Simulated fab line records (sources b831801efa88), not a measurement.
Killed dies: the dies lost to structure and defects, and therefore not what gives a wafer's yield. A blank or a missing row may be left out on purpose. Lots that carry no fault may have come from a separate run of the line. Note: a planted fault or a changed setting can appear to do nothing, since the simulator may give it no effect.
Which tool was responsible? | flow sky130 | 24 lots, 72 wafers sampled, at 6 steps of a route of 708

== WHAT EACH GAUGE READ, for each wafer ==
SKY_METAL2_OVL_MEAS_16.
lot  | measured     | on         | METAL2_OVL (nm)
L074 | day 35 04:58 | overlay-02 | 5 5 8
L075 | day 35 10:10 | overlay-01 | 3 -3 -3
L076 | day 35 17:16 | overlay-02 | 5 6 -1
L077 | day 36 02:23 | overlay-01 | 7 8 11
L078 | day 36 08:10 | overlay-02 | 0 12 11
L079 | day 36 15:14 | overlay-01 | 2 -9 -4
L080 | day 38 01:16 | overlay-02 | 6 3 5
L081 | day 38 03:25 | overlay-02 | -13 -9 3
L082 | day 38 03:46 | overlay-02 | -7 7 -7
L083 | day 38 04:08 | overlay-01 | 9 -2 9
L084 | day 38 05:05 | overlay-01 | 7 9 -3
L085 | day 38 18:16 | overlay-02 | 3 8 2
L086 | day 38 22:32 | overlay-02 | 1 -6 9
L088 | day 39 08:43 | overlay-02 | 9 -1 4
L087 | day 39 13:37 | overlay-02 | -2 -5 0
L089 | day 39 20:17 | overlay-02 | 6 4 -8
L090 | day 40 01:41 | overlay-02 | -3 8 -3
L091 | day 40 08:35 | overlay-02 | 6 2 15
L092 | day 40 16:13 | overlay-02 | 11 5 5
L093 | day 40 18:14 | overlay-02 | 6 -3 3
L094 | day 41 09:47 | overlay-01 | 4 11 9
L095 | day 41 13:04 | overlay-02 | 4 -5 0
L096 | day 41 19:43 | overlay-02 | -1 9 1
L097 | day 41 21:28 | overlay-01 | 16 0 10

SKY_VIA3_RS_MEAS_22: measures by four-point-probe.
lot  | measured     | on            | VIA3_W_RS (ohm/sq)
L074 | day 39 15:30 | film metro-01 | 0.2937 0.2920 0.2918
L075 | day 39 19:12 | film metro-03 | 0.2885 0.2907 0.2895
L076 | day 40 10:29 | film metro-03 | 0.2908 0.2931 0.2946
L077 | day 40 17:31 | film metro-02 | 0.2889 0.2888 0.2896
L078 | day 40 22:10 | film metro-03 | 0.2921 0.2896 0.2911
L079 | day 41 01:07 | film metro-03 | 0.2942 0.2981 0.2952
L080 | day 42 12:14 | film metro-01 | 0.2921 0.2885 0.2875
L081 | day 42 16:13 | film metro-01 | 0.2941 0.2910 0.2882
L082 | day 42 18:13 | film metro-03 | 0.2879 0.2877 0.2914
L083 | day 42 16:49 | film metro-02 | 0.2927 0.2934 0.2973
L084 | day 42 18:14 | film metro-01 | 0.2982 0.2922 0.2901
L085 | day 43 00:37 | film metro-01 | 0.2943 0.2895 0.2968
L086 | day 43 07:16 | film metro-02 | 0.2922 0.2919 0.2881
L088 | day 43 19:02 | film metro-03 | 0.2982 0.2986 0.2888
L087 | day 43 22:19 | film metro-02 | 0.2973 0.2949 0.2980
L089 | day 44 04:06 | film metro-02 | 0.2929 0.2934 0.2961
L090 | day 44 08:32 | film metro-01 | 0.2949 0.2923 0.2936
L091 | day 44 12:53 | film metro-01 | 0.2918 0.2926 0.2931
L092 | day 44 20:46 | film metro-03 | 0.2954 0.2890 0.2957
L093 | day 44 22:15 | film metro-02 | 0.2917 0.2861 0.2938
L094 | day 45 11:08 | film metro-03 | 0.2961 0.2954 0.2942
L095 | day 45 14:44 | film metro-01 | 0.2911 0.2911 0.2952
L096 | day 45 21:25 | film metro-03 | 0.2939 0.2938 0.2941
L097 | day 45 22:47 | film metro-02 | 0.2981 0.2965 0.2952

SKY_CAP2M_OVL_MEAS_12.
lot  | measured     | on         | CAP2M_OVL (nm)
L074 | day 40 20:15 | overlay-02 | -0.3 -2.5 -0.8
L075 | day 40 23:21 | overlay-02 | -1.3 -1.6 -0.4
L076 | day 41 10:21 | overlay-01 | -0.7 1.1 -1.1
L077 | day 41 18:03 | overlay-01 | -1.5 0.5 -0.9
L078 | day 41 23:15 | overlay-02 | -0.1 -0.5 -0.7
L079 | day 42 02:13 | overlay-01 | -1.1 -2.5 -0.2
L080 | day 43 12:21 | overlay-02 | 0.8 1.6 0.6
L081 | day 43 15:51 | overlay-02 | -1.8 0.0 -2.4
L082 | day 43 18:06 | overlay-02 | -1.9 -1.0 -0.8
L083 | day 43 16:31 | overlay-02 | 1.3 0.2 1.2
L084 | day 43 18:25 | overlay-01 | 0.5 -1.3 0.0
L085 | day 43 23:23 | overlay-01 | -2.0 -0.3 -0.5
L086 | day 44 06:43 | overlay-01 | -0.7 -1.1 -1.8
L088 | day 44 18:13 | overlay-01 | -2.1 -0.5 -0.9
L087 | day 44 20:53 | overlay-01 | -0.8 -2.0 0.9
L089 | day 45 02:55 | overlay-02 | 0.2 -1.6 0.2
L090 | day 45 06:18 | overlay-02 | 1.4 -0.1 0.9
L091 | day 45 10:56 | overlay-02 | -0.1 -1.1 -0.4
L092 | day 45 19:21 | overlay-02 | -0.3 -1.6 -3.4
L093 | day 45 20:22 | overlay-02 | 0.1 -0.2 1.6
L094 | day 46 09:12 | overlay-01 | -0.4 -1.5 0.8
L095 | day 46 12:29 | overlay-01 | -2.2 -2.7 -2.1
L096 | day 46 19:03 | overlay-01 | 0.7 -0.2 -0.4
L097 | day 46 19:34 | overlay-01 | -1.6 -1.4 -2.6

== WHICH TOOL RAN EACH LOT (tool, then ch and the chambers of the sampled wafers, then the start) ==
lot  | SKY_VIA1_STRIP_16                    | SKY_VIA2_CMP_02               | SKY_METAL3_METAL_ETCH_18
L074 | plasma asher-01 ch 0,1, day 34 01:46 | cmp-01 ch 0,2,3, day 35 06:01 | rie metal-03 ch 0, day 38 13:43
L075 | plasma asher-03 ch 0, day 34 05:50   | cmp-01 ch 0,2, day 35 11:30   | rie metal-02 ch 1, day 38 19:48
L076 | plasma asher-01 ch 0,1, day 34 12:53 | cmp-01 ch 0,1,2, day 35 18:16 | rie metal-03 ch 1, day 39 02:08
L077 | plasma asher-01 ch 0,1, day 34 22:44 | cmp-02 ch 0,2,3, day 36 03:40 | rie metal-01 ch 0,1, day 39 10:47
L078 | plasma asher-03 ch 0,1, day 35 03:56 | cmp-02 ch 0,1,2, day 36 09:13 | rie metal-02 ch 0, day 39 15:07
L079 | plasma asher-03 ch 0,1, day 35 11:37 | cmp-01 ch 0,1,2, day 36 16:24 | rie metal-02 ch 0, day 39 20:56
L080 | plasma asher-03 ch 0,1, day 36 22:26 | cmp-02 ch 0,2,3, day 38 02:19 | rie metal-02 ch 0,1, day 41 10:12
L081 | plasma asher-03 ch 0,1, day 36 23:35 | cmp-02 ch 0,1,3, day 38 04:34 | rie metal-03 ch 0,1, day 41 13:33
L082 | plasma asher-01 ch 0,1, day 36 23:47 | cmp-02 ch 0,1, day 38 04:49   | rie metal-01 ch 0,1, day 41 15:46
L083 | plasma asher-02 ch 0,1, day 37 00:10 | cmp-01 ch 2,3, day 38 05:14   | rie metal-02 ch 0,1, day 41 14:34
L084 | plasma asher-01 ch 0,1, day 37 01:28 | cmp-01 ch 1,2,3, day 38 06:21 | rie metal-03 ch 0,1, day 41 16:11
L085 | plasma asher-03 ch 0,1, day 37 15:11 | cmp-01 ch 0,1,3, day 38 19:23 | rie metal-03 ch 0,1, day 41 22:22
L086 | plasma asher-01 ch 0,1, day 37 19:29 | cmp-01 ch 0,2, day 39 05:23   | rie metal-01 ch 0,1, day 42 05:33
L088 | plasma asher-01 ch 0,1, day 38 06:45 | cmp-01 ch 1,2, day 39 16:02   | rie metal-02 ch 0,1, day 42 17:22
L087 | plasma asher-01 ch 0,1, day 38 12:35 | cmp-01 ch 0,1,3, day 39 18:59 | rie metal-01 ch 0,1, day 42 21:18
L089 | plasma asher-01 ch 0,1, day 38 21:08 | cmp-01 ch 2,3, day 39 23:29   | rie metal-01 ch 0,1, day 43 02:16
L090 | plasma asher-03 ch 0,1, day 38 21:16 | cmp-01 ch 1,3, day 40 03:57   | rie metal-02 ch 0,1, day 43 07:36
L091 | plasma asher-03 ch 0,1, day 39 01:21 | cmp-01 ch 0,1, day 40 09:38   | rie metal-01 ch 0,1, day 43 11:19
L092 | plasma asher-03 ch 0,1, day 39 10:16 | cmp-01 ch 0,1,3, day 40 17:22 | rie metal-02 ch 0,1, day 43 19:42
L093 | plasma asher-02 ch 0,1, day 39 13:02 | cmp-01 ch 0,2,3, day 40 19:44 | rie metal-01 ch 0,1, day 43 21:09
L094 | plasma asher-01 ch 0,1, day 40 08:14 | cmp-02 ch 1,2,3, day 41 10:47 | rie metal-03 ch 0,1, day 44 10:48
L095 | plasma asher-01 ch 0,1, day 40 11:13 | cmp-01 ch 0,1,2, day 41 14:12 | rie metal-03 ch 1, day 44 14:18
L096 | plasma asher-02 ch 0,1, day 40 17:43 | cmp-02 ch 1,3, day 41 20:43   | rie metal-01 ch 0,1, day 44 20:33
L097 | plasma asher-01 ch 0,1, day 40 20:22 | cmp-01 ch 0,1,3, day 41 22:30 | rie metal-02 ch 0,1, day 44 21:43
- SKY_VIA1_STRIP_16: strips in O2/N2.
- SKY_VIA2_CMP_02: polishes SiO2.
- SKY_METAL3_METAL_ETCH_18: etches the open film in Cl2/BCl3, stops on SiO2, target depth 845 nm, time 183.1 s.

== WHAT THE TOOLS THEMSELVES READ (means of the sampled wafers that have a number; where no wafer has one, the mark that the record gives instead) ==
SKY_VIA1_STRIP_16.
lot  | tool            | drypump motor current A (A) | o2 flow sccm (sccm) | oes product au (a.u.) | strip time to endpoint s (s)
L074 | plasma asher-01 | 5.5                         | 3002                | 0.413                 | 4.487
L075 | plasma asher-03 | 6.0                         | 2998                | 0.414                 | 4.458
L076 | plasma asher-01 | 5.5                         | 2996                | 0.414                 | 4.468
L077 | plasma asher-01 | 5.5                         | 3002                | 0.415                 | 4.467
L078 | plasma asher-03 | 5.9                         | 2995                | 0.418                 | 4.492
L079 | plasma asher-03 | 5.9                         | 3005                | 0.418                 | 4.480
L080 | plasma asher-03 | 5.7                         | 2993                | 0.413                 | 4.495
L081 | plasma asher-03 | 5.7                         | 3006                | 0.414                 | 4.453
L082 | plasma asher-01 | 5.5                         | 2995                | 0.414                 | 4.497
L083 | plasma asher-02 | 5.1                         | 3001                | 0.413                 | 4.429
L084 | plasma asher-01 | 5.5                         | 2987                | 0.420                 | 4.465
L085 | plasma asher-03 | 5.7                         | 2997                | 0.416                 | 4.443
L086 | plasma asher-01 | 5.5                         | 2996                | 0.421                 | 4.472
L088 | plasma asher-01 | 5.5                         | 3004                | 0.414                 | 4.461
L087 | plasma asher-01 | 5.5                         | 2999                | 0.412                 | 4.458
L089 | plasma asher-01 | 5.5                         | 2993                | 0.413                 | 4.419
L090 | plasma asher-03 | 5.7                         | 2996                | 0.416                 | 4.486
L091 | plasma asher-03 | 5.7                         | 2999                | 0.411                 | 4.448
L092 | plasma asher-03 | 5.9                         | 3001                | 0.416                 | 4.465
L093 | plasma asher-02 | 5.5                         | 2995                | 0.414                 | 4.448
L094 | plasma asher-01 | 5.5                         | 2999                | 0.421                 | 4.445
L095 | plasma asher-01 | 5.5                         | 3004                | 0.418                 | 4.476
L096 | plasma asher-02 | 5.5                         | 2993                | 0.409                 | 4.436
L097 | plasma asher-01 | 5.5                         | 2995                | 0.414                 | 4.451

SKY_VIA2_CMP_02.
lot  | tool   | motor current A (A)
L074 | cmp-01 | 12.6
L075 | cmp-01 | 12.3
L076 | cmp-01 | 12.4
L077 | cmp-02 | 12.0
L078 | cmp-02 | 11.0
L079 | cmp-01 | 11.8
L080 | cmp-02 | 11.5
L081 | cmp-02 | 11.7
L082 | cmp-02 | 11.2
L083 | cmp-01 | 12.6
L084 | cmp-01 | 11.7
L085 | cmp-01 | 11.7
L086 | cmp-01 | 12.2
L088 | cmp-01 | 11.9
L087 | cmp-01 | 11.5
L089 | cmp-01 | 12.3
L090 | cmp-01 | 11.4
L091 | cmp-01 | 11.3
L092 | cmp-01 | 11.7
L093 | cmp-01 | 11.9
L094 | cmp-02 | 11.0
L095 | cmp-01 | 11.5
L096 | cmp-02 | 11.5
L097 | cmp-01 | 11.2

SKY_METAL3_METAL_ETCH_18.
lot  | tool         | bcl3 flow sccm (sccm) | drypump motor current A (A) | oes product au (a.u.) | throttle valve pct (%)
L074 | rie metal-03 | 30.12                 | 5.5                         | 0.873                 | 22.267
L075 | rie metal-02 | 29.96                 | 5.1                         | 0.865                 | 22.269
L076 | rie metal-03 | 30.08                 | 5.2                         | 0.872                 | 22.270
L077 | rie metal-01 | 29.97                 | 5.9                         | 0.868                 | 22.264
L078 | rie metal-02 | 29.95                 | 6.0                         | 0.867                 | 22.270
L079 | rie metal-02 | 29.89                 | 5.9                         | 0.862                 | 22.261
L080 | rie metal-02 | 29.87                 | 5.4                         | 0.861                 | 22.277
L081 | rie metal-03 | 30.00                 | 5.4                         | 0.864                 | 22.263
L082 | rie metal-01 | 30.08                 | 5.8                         | 0.862                 | 22.249
L083 | rie metal-02 | 29.97                 | 5.4                         | 0.870                 | 22.254
L084 | rie metal-03 | 30.00                 | 5.4                         | 0.868                 | 22.267
L085 | rie metal-03 | 30.09                 | 5.4                         | 0.863                 | 22.272
L086 | rie metal-01 | 29.87                 | 5.9                         | 0.862                 | 22.260
L088 | rie metal-02 | 29.91                 | 5.7                         | 0.864                 | 22.270
L087 | rie metal-01 | 29.98                 | 5.8                         | 0.861                 | 22.256
L089 | rie metal-01 | 30.02                 | 5.8                         | 0.858                 | 22.272
L090 | rie metal-02 | 29.94                 | 5.4                         | 0.869                 | 22.262
L091 | rie metal-01 | 30.09                 | 5.8                         | 0.879                 | 22.260
L092 | rie metal-02 | 30.05                 | 5.4                         | 0.866                 | 22.261
L093 | rie metal-01 | 29.94                 | 5.9                         | 0.861                 | 22.259
L094 | rie metal-03 | 29.94                 | 5.4                         | 0.861                 | 22.261
L095 | rie metal-03 | 30.12                 | 5.2                         | 0.858                 | 22.270
L096 | rie metal-01 | 29.94                 | 5.8                         | 0.870                 | 22.256
L097 | rie metal-02 | 29.94                 | 5.4                         | 0.869                 | 22.267

== THE ANSWER, worked out from the rows above alone ==
Rule: the lots themselves supply what counts as usual. The widest of any qualifying gaps counts: lots, ordered by their means at a reading, are off when they make up no more than a third of the lots, leave a main group of 4 or more, and stand apart from it by 3 or more times the standard deviation of that group's means. Not used: any main group whose means are identical at the precision the tables above print for the reading. Also off: a lot with no number at a reading for which 4 or more lots have one. Where the step has rows for the other lots, those lots are counted as sound. Order of review: gauges by route order, followed by the tools' own readings, for which a lot's mean as printed above is used. At the first step where some lot is off, the reading lying furthest off is the one used; lots without a number count as furthest.
None of the lots is off at any reading shown; this tells nothing.

== WHAT THE SIMULATOR HAD INSERTED ==
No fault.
